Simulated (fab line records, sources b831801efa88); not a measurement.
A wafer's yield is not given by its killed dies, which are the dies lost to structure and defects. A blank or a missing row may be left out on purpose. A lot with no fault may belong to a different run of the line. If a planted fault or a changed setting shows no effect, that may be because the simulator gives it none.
Which tool was responsible? -- flow sky130 -- 72 wafers from 24 lots sampled at 5 of the route's 708 steps

WHAT EACH GAUGE READ, for each wafer
SKY_LI_CONTACT_THK_MEAS_23: measures by xrf. Usual: LI_CONTACT_W_THK gives 412 nm (standard deviation 6.3).
lot,measured,on,LI_CONTACT_W_THK (nm),flag
L074,day 29 08:47,filmMetro-04,408 419 416,
L075,day 29 14:31,filmMetro-02,419 417 416,
L076,day 29 22:19,filmMetro-04,410 407 409,
L077,day 30 04:14,filmMetro-01,415 420 419,
L078,day 30 17:13,filmMetro-02,411 416 410,
L079,day 30 21:49,filmMetro-04,421 420 421,
L080,day 31 07:17,filmMetro-02,407 409 412,
L081,day 31 19:37,filmMetro-01,411 409 411,
L082,day 32 03:48,filmMetro-04,416 411 417,
L083,day 32 15:23,filmMetro-01,408 407 408,
L084,day 32 15:46,filmMetro-04,415 421 413,
L085,day 33 02:16,filmMetro-02,420 416 422,
L086,day 33 05:58,filmMetro-02,410 414 404,
L087,day 33 09:55,filmMetro-04,418 417 423,
L088,day 34 04:05,filmMetro-04,418 412 413,
L089,day 34 15:29,filmMetro-01,400 396 400,
L090,day 34 16:06,filmMetro-01,411 416 413,
L091,day 34 23:16,filmMetro-04,413 413 409,
L092,day 35 07:30,filmMetro-01,403 399 401,
L093,day 35 10:08,filmMetro-01,419 410 415,
L094,day 35 19:07,filmMetro-01,401 410 404,
L095,day 35 23:23,filmMetro-04,412 412 416,
L096,day 36 05:32,filmMetro-04,415 418 424,
L097,day 36 07:53,filmMetro-02,407 407 420,

SKY_VIA1_CD_MEAS_12: the cd target is 150 nm. Usual: cdNm at 149.6 nm, with a standard deviation of 1.4.
lot,measured,on,cdNm (nm),flag
L074,day 34 03:27,cdSem-01,151.5 149.3 149.8,
L075,day 34 10:14,cdSem-01,149.8 153.3 152.0,
L076,day 34 16:46,cdSem-01,148.4 149.3 147.4,
L077,day 34 21:57,cdSem-01,146.4 147.7 149.7,
L078,day 35 08:54,cdSem-01,151.4 151.0 150.9,
L079,day 35 15:24,cdSem-01,150.7 149.7 149.6,
L080,day 35 23:02,cdSem-01,150.2 147.6 148.8,
L081,day 36 10:25,cdSem-02,150.1 150.5 149.7,
L082,day 36 18:51,cdSem-01,150.9 150.9 150.2,
L083,day 37 07:08,cdSem-02,150.8 148.5 147.4,
L084,day 37 07:34,cdSem-02,149.8 148.5 148.2,
L085,day 37 14:38,cdSem-01,151.6 152.0 150.6,
L086,day 37 18:36,cdSem-02,148.2 146.9 148.3,
L087,day 38 00:09,cdSem-01,148.6 149.7 149.1,
L088,day 38 18:27,cdSem-02,149.4 149.9 149.1,
L089,day 39 05:04,cdSem-01,149.2 148.6 149.4,
L090,day 39 05:38,cdSem-01,150.2 151.7 152.2,
L091,day 39 11:45,cdSem-02,149.5 149.6 151.0,
L092,day 39 17:35,cdSem-01,149.1 148.1 147.9,
L093,day 39 22:09,cdSem-02,148.9 149.8 148.7,
L094,day 40 07:24,cdSem-01,148.3 150.9 150.3,
L095,day 40 08:30,cdSem-02,151.6 152.3 152.5,
L096,day 40 16:13,cdSem-01,151.1 150.4 149.1,
L097,day 40 18:46,cdSem-02,148.0 147.9 149.2,

SKY_CAPM_RS_MEAS_03: a four-point-probe measurement. Usual: CAPM_TIN_RS gives 6.90 ohm/sq (standard deviation 0.078).
lot,measured,on,CAPM_TIN_RS (ohm/sq),flag
L074,day 36 12:59,filmMetro-01,7.00 7.03 6.96,
L075,day 36 19:52,filmMetro-02,6.79 6.85 6.84,
L076,day 37 02:34,filmMetro-03,6.82 6.91 6.87,
L077,day 37 08:01,filmMetro-02,6.89 6.86 6.92,
L078,day 37 18:22,filmMetro-03,6.98 6.94 6.84,
L079,day 38 00:14,filmMetro-03,6.87 6.90 7.01,
L080,day 38 07:36,filmMetro-02,6.98 6.89 6.95,
L081,day 38 18:40,filmMetro-02,6.77 6.93 6.85,
L082,day 39 03:10,filmMetro-02,6.91 7.01 6.94,
L083,day 39 15:28,filmMetro-03,6.92 7.01 6.94,
L084,day 39 15:40,filmMetro-02,6.93 6.85 6.90,
L085,day 39 22:29,filmMetro-03,6.98 6.92 6.88,
L086,day 40 01:55,filmMetro-01,6.93 6.96 6.96,
L087,day 40 07:11,filmMetro-01,6.81 6.74 6.71,
L088,day 41 00:58,filmMetro-02,6.98 7.03 6.95,
L089,day 41 11:16,filmMetro-01,7.02 6.89 7.06,
L090,day 41 12:06,filmMetro-03,6.74 6.81 6.74,
L091,day 41 17:07,filmMetro-01,6.94 6.92 6.97,
L092,day 41 23:04,filmMetro-03,6.91 6.94 6.88,
L093,day 42 03:05,filmMetro-03,6.81 6.91 6.94,
L094,day 42 12:05,filmMetro-01,6.87 6.83 6.76,
L095,day 42 13:49,filmMetro-02,7.00 6.98 6.98,
L096,day 42 21:30,filmMetro-02,6.85 6.81 6.84,
L097,day 42 22:04,filmMetro-02,6.79 6.86 6.79,

WHICH TOOL RAN EACH LOT (tool, then ch and the chambers of the sampled wafers, then the start)
lot,SKY_CONTACT_CMP_27,SKY_VIA1_CVD_21
L074,"cmp-01 ch 0,3, day 31 19:39","cvdW-02 ch 0,1, day 34 04:25"
L075,"cmp-01 ch 1,3, day 32 02:15","cvdW-01 ch 0,1, day 34 11:08"
L076,"cmp-01 ch 0,3, day 32 09:32","cvdW-01 ch 0,1, day 34 17:40"
L077,"cmp-01 ch 0,2,3, day 32 14:23","cvdW-01 ch 0,1, day 34 22:53"
L078,"cmp-02 ch 1,2,3, day 33 02:11","cvdW-01 ch 0,1, day 35 09:50"
L079,"cmp-02 ch 0,1,2, day 33 08:02","cvdW-01 ch 0,1, day 35 16:19"
L080,"cmp-02 ch 0,3, day 33 16:20","cvdW-01 ch 0,1, day 35 23:58"
L081,"cmp-02 ch 0,2,3, day 34 04:05","cvdW-01 ch 0,1, day 36 11:20"
L082,"cmp-02 ch 0,2,3, day 34 12:32","cvdW-02 ch 0,1, day 36 19:50"
L083,"cmp-02 ch 1,2,3, day 35 00:10","cvdW-01 ch 0,1, day 37 08:02"
L084,"cmp-01 ch 0,1,2, day 35 01:13","cvdW-02 ch 0,1, day 37 08:27"
L085,"cmp-01 ch 0,2,3, day 35 09:16","cvdW-01 ch 0,1, day 37 15:32"
L086,"cmp-01 ch 0,3, day 35 12:57","cvdW-01 ch 1, day 37 19:31"
L087,"cmp-02 ch 0,2,3, day 35 18:26","cvdW-01 ch 0,1, day 38 01:03"
L088,"cmp-01 ch 0,1,3, day 36 11:57","cvdW-02 ch 0,1, day 38 19:21"
L089,"cmp-02 ch 0,1, day 36 23:14","cvdW-02 ch 0,1, day 39 05:59"
L090,"cmp-01 ch 1,2, day 36 23:53","cvdW-02 ch 0,1, day 39 06:32"
L091,"cmp-01 ch 2,3, day 37 07:46","cvdW-02 ch 0,1, day 39 12:38"
L092,"cmp-02 ch 0,1,2, day 37 14:44","cvdW-02 ch 0,1, day 39 18:29"
L093,"cmp-01 ch 0,1,3, day 37 17:50","cvdW-02 ch 0,1, day 39 23:03"
L094,"cmp-02 ch 1,2, day 38 04:05","cvdW-01 ch 0, day 40 08:42"
L095,"cmp-01 ch 1,2,3, day 38 05:14","cvdW-01 ch 0,1, day 40 09:35"
L096,"cmp-01 ch 0,2, day 38 12:32","cvdW-02 ch 0, day 40 17:06"
L097,"cmp-01 ch 0,1,2, day 38 14:44","cvdW-01 ch 0,1, day 40 19:40"
- SKY_CONTACT_CMP_27: polishes, stops on SiO2, t overpolish 15 s, target thk 0 nm.
- SKY_VIA1_CVD_21: deposits W, target thk 270 nm, time 80.902 s.

WHAT THE TOOLS THEMSELVES READ (means of the sampled wafers that have a number; where no wafer has one, the mark that the record gives instead)
SKY_CONTACT_CMP_27. Usual: motorCurrentA 10.8 A, standard deviation 1.1; overpolishRunS 15.000 s, standard deviation 0.009; retainingRingPressureFrac 0.999, standard deviation 0.0049; slurryFilterDpKPa 13.52 kPa, standard deviation 0.13; timeToEndpointS 82 s, standard deviation 3.5.
lot,tool,motorCurrentA (A),overpolishRunS (s),retainingRingPressureFrac,slurryFilterDpKPa (kPa),timeToEndpointS (s),flag
L074,cmp-01,10.4,15.005,0.996,13.61,87,
L075,cmp-01,10.8,15.007,0.997,13.47,82,
L076,cmp-01,10.2,15.003,0.995,13.52,87,
L077,cmp-01,10.0,14.997,0.997,13.44,83,
L078,cmp-02,11.9,14.996,1.003,13.61,83,
L079,cmp-02,10.9,15.001,1.000,13.38,87,
L080,cmp-02,12.0,14.997,0.996,13.51,84,
L081,cmp-02,11.2,14.995,0.998,13.63,81,
L082,cmp-02,11.1,15.001,0.998,13.48,80,
L083,cmp-02,11.7,15.007,1.001,13.48,80,
L084,cmp-01,10.5,14.997,1.001,13.65,81,
L085,cmp-01,10.2,15.006,0.996,13.53,84,
L086,cmp-01,10.5,14.998,1.000,13.36,86,
L087,cmp-02,11.1,14.997,1.000,13.54,77,
L088,cmp-01,10.5,14.993,0.999,13.43,81,
L089,cmp-02,11.0,14.990,0.996,13.38,81,
L090,cmp-01,10.6,14.995,1.000,13.50,79,
L091,cmp-01,9.8,14.997,1.003,13.61,87,
L092,cmp-02,10.9,15.000,0.997,13.70,77,
L093,cmp-01,10.7,15.000,0.997,13.38,83,
L094,cmp-02,10.6,15.000,1.003,13.45,78,
L095,cmp-01,10.2,15.003,0.993,13.50,79,
L096,cmp-01,10.2,15.005,1.004,13.51,79,
L097,cmp-01,10.6,14.996,1.003,13.50,81,

SKY_VIA1_CVD_21. Usual: heaterPowerW at 937 W, with a standard deviation of 84.
lot,tool,heaterPowerW (W),flag
L074,cvdW-02,868,
L075,cvdW-01,967,
L076,cvdW-01,975,
L077,cvdW-01,980,
L078,cvdW-01,972,
L079,cvdW-01,954,
L080,cvdW-01,981,
L081,cvdW-01,970,
L082,cvdW-02,862,
L083,cvdW-01,991,
L084,cvdW-02,871,
L085,cvdW-01,969,
L086,cvdW-01,1010,
L087,cvdW-01,987,
L088,cvdW-02,870,
L089,cvdW-02,872,
L090,cvdW-02,950,
L091,cvdW-02,876,
L092,cvdW-02,888,
L093,cvdW-02,936,
L094,cvdW-01,845,
L095,cvdW-01,876,
L096,cvdW-02,1028,
L097,cvdW-01,905,

THE ANSWER, worked out from the rows above alone
Rule: lot off if the mean of its wafers having a number is beyond 3 standard deviations from the usual mean. A lot without any number at a reading at which 4 lots or more have one is off too. Where the step has rows for the other lots, those lots are counted as sound. Order of review: gauges by route order, followed by the tools' own readings, for which a lot's mean as printed above is used. At the first step where some lot is off, the reading lying furthest off is the one used; lots without a number count as furthest.
None of the lots is off at any reading shown; this tells nothing.

WHAT WAS PUT IN BY THE SIMULATOR
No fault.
